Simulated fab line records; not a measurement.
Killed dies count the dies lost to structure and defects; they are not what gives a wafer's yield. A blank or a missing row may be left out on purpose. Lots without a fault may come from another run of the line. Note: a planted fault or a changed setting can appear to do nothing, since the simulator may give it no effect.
Which tool did it?    flow sky130    36 wafers sampled from 12 lots at 1 step of a route of 708

== WHAT EACH GAUGE READ, for each wafer ==
SKY_VIA3_OVL_MEAS_13. Usual: VIA3_OVL gives 1 nm (standard deviation 5.7).
lot   measured      on          VIA3_OVL (nm)  flag
L484  day 39 18:49  overlay-02  -1 -1 -3       
L485  day 40 08:17  overlay-02  1 -2 9         
L487  day 40 18:35  overlay-02  0 5 2          
L488  day 41 14:04  overlay-01  -11 -7 -5      
L490  day 42 09:44  overlay-01  -4 5 3         
L492  day 42 11:49  overlay-01  -2 0 4         
L495  day 43 11:38  overlay-01  2 5 5          
L497  day 43 17:16  overlay-01  4 5 6          
L498  day 43 22:50  overlay-01  -9 -12 -7      
L499  day 44 08:05  overlay-01  2 2 1          
L500  day 44 13:52  overlay-01  7 2 13         
L505  day 45 15:03  overlay-01  3 -3 10        

== EACH LOT AND THE TOOL THAT RAN IT (in order: tool; ch and the chambers of the sampled wafers; start) ==
The record holds no process step before these readings.

== WHAT THE TOOLS THEMSELVES READ (means of the sampled wafers that have a number; where no wafer has one, the mark that the record gives instead) ==
The record holds no such reading with a usual standard deviation.

== THE ANSWER, worked out from the rows above alone ==
Rule: a lot counts as off when the mean over its wafers that have a number is more than 3 standard deviations away from the usual mean. A lot without any number at a reading at which 4 lots or more have one is off too. Where the step has rows for the other lots, those lots are counted as sound. Order of review: gauges by route order, followed by the tools' own readings, for which a lot's mean as printed above is used. At the first step where some lot is off, the reading lying furthest off is the one used; lots without a number count as furthest.
Across all readings shown, no lot is off: no conclusion can be drawn from this.

== WHAT HAD BEEN PUT IN BY THE SIMULATOR ==
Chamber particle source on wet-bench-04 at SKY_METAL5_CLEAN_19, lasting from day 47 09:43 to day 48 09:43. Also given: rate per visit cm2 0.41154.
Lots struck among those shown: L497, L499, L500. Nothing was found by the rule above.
